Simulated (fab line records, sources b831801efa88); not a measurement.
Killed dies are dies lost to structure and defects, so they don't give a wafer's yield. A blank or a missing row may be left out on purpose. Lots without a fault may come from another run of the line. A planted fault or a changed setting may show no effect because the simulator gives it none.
Which tool did it? | flow gf180mcu | 14 lots, 39 wafers sampled, at 4 steps of a route of 602

WHAT THE GAUGES READ, wafer by wafer
GF_NSD_OVL_MEAS_08. Usual: NSD_OVL -0.7 nm, standard deviation 1.5.
lot  | measured     | on         | NSD_OVL (nm)   | flag
L667 | day 13 07:36 | overlay-01 | 1.6 0.7 0.6    |
L668 | day 13 17:04 | overlay-02 | -1.3 -0.1 -1.3 |
L669 | day 14 00:55 | overlay-02 | 0.9 -0.9 -0.8  |
L671 | day 14 19:53 | overlay-01 | -0.7 -1.2 0.3  |
L672 | day 15 01:23 | overlay-01 | -2.5 -1.0 0.0  |
L676 | day 16 10:27 | overlay-02 | 1.2 -0.6       |
L677 | day 16 19:47 | overlay-01 | 0.7 0.2        |
L678 | day 17 06:23 | overlay-01 | 2.3 2.0        |
L684 | day 19 11:35 | overlay-01 | 0.0 -0.3 -0.8  |
L685 | day 19 16:22 | overlay-01 | 0.0 -1.4 -0.2  |
L686 | day 19 22:14 | overlay-01 | 0.8 0.1 1.2    |
L687 | day 20 04:32 | overlay-02 | -0.6 -2.2 -0.9 |
L688 | day 20 13:20 | overlay-02 | -1.9 -2.6 -2.5 |
L690 | day 21 05:11 | overlay-01 | 1.9 -0.8 1.1   |

GF_PSD_TW_MEAS_11. Usual: PSD_TW 3184, standard deviation 48.
lot  | measured     | on            | PSD_TW         | flag
L667 | day 14 05:02 | film_metro-03 | 3133 3135 3144 |
L668 | day 14 14:52 | film_metro-01 | 3249 3243 3257 |
L669 | day 14 23:01 | film_metro-03 | 3126 3108 3130 |
L671 | day 15 17:10 | film_metro-03 | 3142 3114 3120 |
L672 | day 15 23:58 | film_metro-04 | 3182 3177 3171 |
L676 | day 17 09:57 | film_metro-01 | 3219 3217      |
L677 | day 17 19:46 | film_metro-04 | 3178 3192      |
L678 | day 18 06:55 | film_metro-03 | 3113 3110      |
L684 | day 20 12:28 | film_metro-01 | 3240 3226 3211 |
L685 | day 20 16:28 | film_metro-01 | 3238 3241 3237 |
L686 | day 20 22:43 | film_metro-01 | 3224 3235 3236 |
L687 | day 21 05:32 | film_metro-01 | 3236 3259 3234 |
L688 | day 21 13:31 | film_metro-04 | 3222 3200 3216 |
L690 | day 22 05:07 | film_metro-04 | 3170 3181 3183 |

GF_SAB_THK_MEAS_01. Usual: SAB_CVD_00_THK 49.8 nm, standard deviation 0.65.
lot  | measured     | on            | SAB_CVD_00_THK (nm) | flag
L667 | day 14 05:34 | film_metro-02 | 49.0 49.8 49.9      |
L668 | day 14 15:24 | film_metro-01 | 49.3 49.8 50.1      |
L669 | day 14 23:34 | film_metro-02 | 49.5 48.5 49.5      |
L671 | day 15 17:38 | film_metro-01 | 49.4 50.8 49.7      |
L672 | day 16 00:25 | film_metro-02 | 49.7 50.5 50.5      |
L676 | day 17 10:24 | film_metro-01 | 40.2 50.0           | OFF
L677 | day 17 20:13 | film_metro-02 | 48.9 40.4           | OFF
L678 | day 18 07:22 | film_metro-02 | 49.3 40.7           | OFF
L684 | day 20 12:55 | film_metro-01 | 49.9 49.1 50.1      |
L685 | day 20 16:55 | film_metro-04 | 48.4 49.7 49.9      |
L686 | day 20 23:10 | film_metro-01 | 49.4 49.6 51.5      |
L687 | day 21 06:04 | film_metro-02 | 49.1 49.3 49.9      |
L688 | day 21 13:58 | film_metro-02 | 49.0 50.0 49.8      |
L690 | day 22 05:34 | film_metro-01 | 48.4 49.5 49.8      |

WHICH TOOL RAN EACH LOT (tool, then ch and the chambers of the sampled wafers, then the start)
lot  | GF_SAB_CVD_00
L667 | pecvd-03 ch 0,1,2, day 14 05:32
L668 | pecvd-01 ch 0,1,2, day 14 15:23
L669 | pecvd-03 ch 0,1,2, day 14 23:32
L671 | pecvd-03 ch 0,1, day 15 17:37
L672 | pecvd-03 ch 0,1,2, day 16 00:23
L676 | pecvd-03 ch 0,2, day 17 10:21
L677 | pecvd-03 ch 0, day 17 20:12
L678 | pecvd-03 ch 1,2, day 18 07:20
L684 | pecvd-03 ch 0,1,2, day 20 12:53
L685 | pecvd-03 ch 0,1,2, day 20 16:53
L686 | pecvd-01 ch 0,1,2, day 20 23:08
L687 | pecvd-03 ch 0,2, day 21 06:02
L688 | pecvd-03 ch 1,2, day 21 13:56
L690 | pecvd-03 ch 0,1,2, day 22 05:32
- GF_SAB_CVD_00: deposits SiO2 from TEOS, target thk 50 nm, time 4.9302 s.

WHAT THE TOOLS THEMSELVES READ (means of the sampled wafers that have a number; where no wafer has one, the mark that the record gives instead)
GF_SAB_CVD_00. Usual: heater_power_w 676 W, standard deviation 160.
lot  | tool     | heater_power_w (W) | flag
L667 | pecvd-03 | 754                |
L668 | pecvd-01 | 527                |
L669 | pecvd-03 | 714                |
L671 | pecvd-03 | 819                |
L672 | pecvd-03 | 777                |
L676 | pecvd-03 | 800                |
L677 | pecvd-03 | 964                |
L678 | pecvd-03 | 744                |
L684 | pecvd-03 | 764                |
L685 | pecvd-03 | 792                |
L686 | pecvd-01 | 594                |
L687 | pecvd-03 | 828                |
L688 | pecvd-03 | 595                |
L690 | pecvd-03 | 757                |

THE ANSWER, worked out from the rows above alone
Rule: a lot is off if the mean of its wafers that have a number lies more than 3 standard deviations from the usual mean. A lot without any number at a reading at which 4 lots or more have one is off too. The other lots that the step has rows for count as sound. The gauges are gone through in route order, then the tools' own readings, and for those a lot's mean is taken as printed above. The first step at which some lot is off is used, and at that step the reading that is off furthest; a lot without a number counts as furthest.
Off: L676, L677, L678, at GF_SAB_THK_MEAS_01 (SAB_CVD_00_THK).
A tool fits if, at a process step before that reading, it ran every lot that is off, and no sound lot after the first of them. The gauges at GF_SAB_THK_MEAS_01 are tried like those tools. None of those tried fits.

WHAT THE SIMULATOR HAD PUT IN
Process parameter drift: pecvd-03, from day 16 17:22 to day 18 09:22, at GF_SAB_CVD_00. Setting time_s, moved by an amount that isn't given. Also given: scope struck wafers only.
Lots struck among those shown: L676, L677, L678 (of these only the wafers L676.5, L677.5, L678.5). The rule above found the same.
